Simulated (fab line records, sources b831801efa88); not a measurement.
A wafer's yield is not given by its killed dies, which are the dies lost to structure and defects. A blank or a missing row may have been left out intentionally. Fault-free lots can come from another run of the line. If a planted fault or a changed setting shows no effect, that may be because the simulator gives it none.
Chamber matching -- flow gf180mcu -- 3 sister chambers for GF_CONTACT_CVD_02 on pecvd-03
The step deposits SiO2 from TEOS, target thk 860 nm, time 95.992 s. 14 wafers are shown with their chamber, then 7 later ones without.

== WAFERS, EACH WITH ITS CHAMBER ==
wafer,chamber,heater power outer w (W),heater power w (W)
L352.2,2,295,509
L352.5,1,350,671
L352.6,0,467,721
L354.1,0,453,734
L354.2,1,283,574
L354.4,2,335,581
L356.2,1,325,644
L356.5,1,359,679
L356.6,2,350,593
L369.2,1,323,632
L369.4,2,327,570
L369.6,0,362,607
L373.2,0,397,663
L373.3,1,331,632

SIGNATURES (averages over the wafers above)
reading,chamber 0,chamber 1,chamber 2,scatter within a chamber
heater power outer w,419.75,328.50,326.75,33.5
heater power w,681.25,638.67,563.25,44.1
Rule: for each reading, subtract the chamber's mean from the wafer's reading, divide by that reading's scatter and square the result; add these up over the readings and take the root, which gives the wafer's distance from the chamber. The wafer belongs to the nearest chamber; if the next one is less than 2 further off, it can't be placed. How the scatter is found: for the shown wafers, subtract from each reading the mean of its chamber, square and add these, divide the total by (wafers less chambers), then take the root.

== WAFERS WITH NO CHAMBER GIVEN ==
wafer,heater power outer w (W),heater power w (W)
L373.6,438,731
L374.1,344,676
L374.2,456,763
L374.3,368,613
L375.4,345,651
L375.5,358,608
L375.6,459,758

== CHAMBER TAKEN BY EACH ==
wafer,from the rows above,in truth
L373.6,0,0
L374.1,can't be placed: 1 or 0 or 2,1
L374.2,0,0
L374.3,can't be placed: 1 or 2 or 0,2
L375.4,can't be placed: 1 or 2 or 0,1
L375.5,can't be placed: 1 or 2 or 0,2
L375.6,0,0
Correctly placed: 3 of 7. Can't be placed from these rows: 4 (the true chamber is among the candidates in 4). Placed wrongly: 0.
